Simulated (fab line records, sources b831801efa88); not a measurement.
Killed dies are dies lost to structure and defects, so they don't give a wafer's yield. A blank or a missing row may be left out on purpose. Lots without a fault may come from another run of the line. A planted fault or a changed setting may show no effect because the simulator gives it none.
Problem report in the 8D (eight disciplines) form, filled by code | flow sky130 | the parts of the form that need people (team, actions taken, sign-off) are left out

1. THE PROBLEM
SONOS_ONO_CVD_04_THK at SKY_SONOS_ONO_THK_MEAS_05 reads a mean of 7.73 nm on 9 wafers of 3 lots; wafers without a fault read 5.76 nm with a standard deviation of 0.12. That is +16 standard deviations from the usual mean.
First seen on wafer L565.3, day 13 19:15, on film_metro-04. The record holds 33 wafers of 11 lots with a number at this step. Rule for "out", or "out of limits": more than 4 standard deviations from the usual mean. The other wafers with a number count as sound.

2. WHAT IT IS AND WHAT IT IS NOT
question                    | is                           | is not
which readings at this step | SONOS_ONO_CVD_04_THK         | -
which lots                  | L565, L566, L567             | L564, L574, L575, L576, L577, L578, L580, L581
which wafers of those lots  | all that have a number       | -
read on which gauges        | film_metro-03, film_metro-04 | film_metro-01
when                        | from day 13 19:15            | up to then (3 sound wafers); but 21 sound wafers of L574, L575, L576, L577, L578, L580, L581 came after

3. SUSPECTS, AND WHAT RULES EACH OUT
Counting: a tool at a process step up to the reading stays a suspect if it ran every lot that is out and no sound lot after the first of them.
- the gauge at SKY_SONOS_ONO_THK_MEAS_05: ruled out. The wafers that are out were read on 2 gauges (film_metro-03, film_metro-04).
- lpcvd-03 at SKY_SONOS_ONO_CVD_04 (deposits SiO2 from SiH4/N2O, target thk 5.7199 nm): ruled out as a lasting fault. Sound lots L574, L575, L576, L577, L578, L580, L581 ran on it after its first lot that is out, L565 (day 13 17:21).
Left after counting: nothing in the record.

4. THE CAUSE (what the simulator had put in)
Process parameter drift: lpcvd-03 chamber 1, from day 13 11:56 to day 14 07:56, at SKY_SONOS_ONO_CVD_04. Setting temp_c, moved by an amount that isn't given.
Counting ruled it out, wrongly: the rule takes a fault to strike every lot that its tool runs from its start on, and this one did not.

5. THE CHAIN OF EFFECTS, in route order
Each row: a reading whose mean over the struck wafers that have a number lies more than 3 standard deviations from the usual. Only readings for which the record gives a usual standard deviation are gone through. hours: the time from each lot's start at the first step in this table that gives one to its start at this step, as a median over the lots. sigmas: the change in usual standard deviations.
hours | step                      | reading               | usual   | on struck wafers | change | sigmas
0     | SKY_SONOS_ONO_CVD_04      | spike_tc_bottom_C     | 917.0 C | 936.0            | +19.0  | +17
0     | SKY_SONOS_ONO_CVD_04      | spike_tc_centre_C     | 899.4 C | 917.4            | +18.0  | +18
0     | SKY_SONOS_ONO_CVD_04      | spike_tc_lower_C      | 899.6 C | 916.7            | +17.1  | +17
0     | SKY_SONOS_ONO_CVD_04      | spike_tc_top_C        | 911 C   | 933              | +22    | +4.8
0     | SKY_SONOS_ONO_CVD_04      | spike_tc_upper_C      | 899.9 C | 917.6            | +17.7  | +18
0     | SKY_SONOS_ONO_CVD_04      | susceptor_temp_C      | 899.9 C | 917.5            | +17.6  | +44
0     | SKY_SONOS_ONO_CVD_04      | zone_power_centre_pct | 18.57 % | 19.75            | +1.18  | +4.9
0     | SKY_SONOS_ONO_CVD_04      | zone_power_lower_pct  | 18.81 % | 19.64            | +0.83  | +4.6
1     | SKY_SONOS_ONO_THK_MEAS_05 | SONOS_ONO_CVD_04_THK  | 5.76 nm | 7.73             | +1.97  | +16
The process steps in it:
- SKY_SONOS_ONO_CVD_04: deposits SiO2 from SiH4/N2O, target thk 5.7199 nm.
Later measuring or inspecting steps at which every struck wafer that the step has a row for has a number for every such reading, and none has moved that far: SKY_SONOS_ONO_OVL_MEAS_14, SKY_GATE_OXIDE_TW_MEAS_14.

6. WHAT WOULD HAVE CAUGHT IT SOONER
In this record the first reading out of limits at a measuring or inspecting step was taken at day 13 19:15, 7 hours after the fault began at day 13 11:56.
The tool's own readings at SKY_SONOS_ONO_CVD_04 were out on every struck wafer that the step has a row for (spike_tc_bottom_C, spike_tc_centre_C, spike_tc_lower_C, spike_tc_top_C, spike_tc_upper_C, susceptor_temp_C): an alarm limit on them would have fired on the first of those.
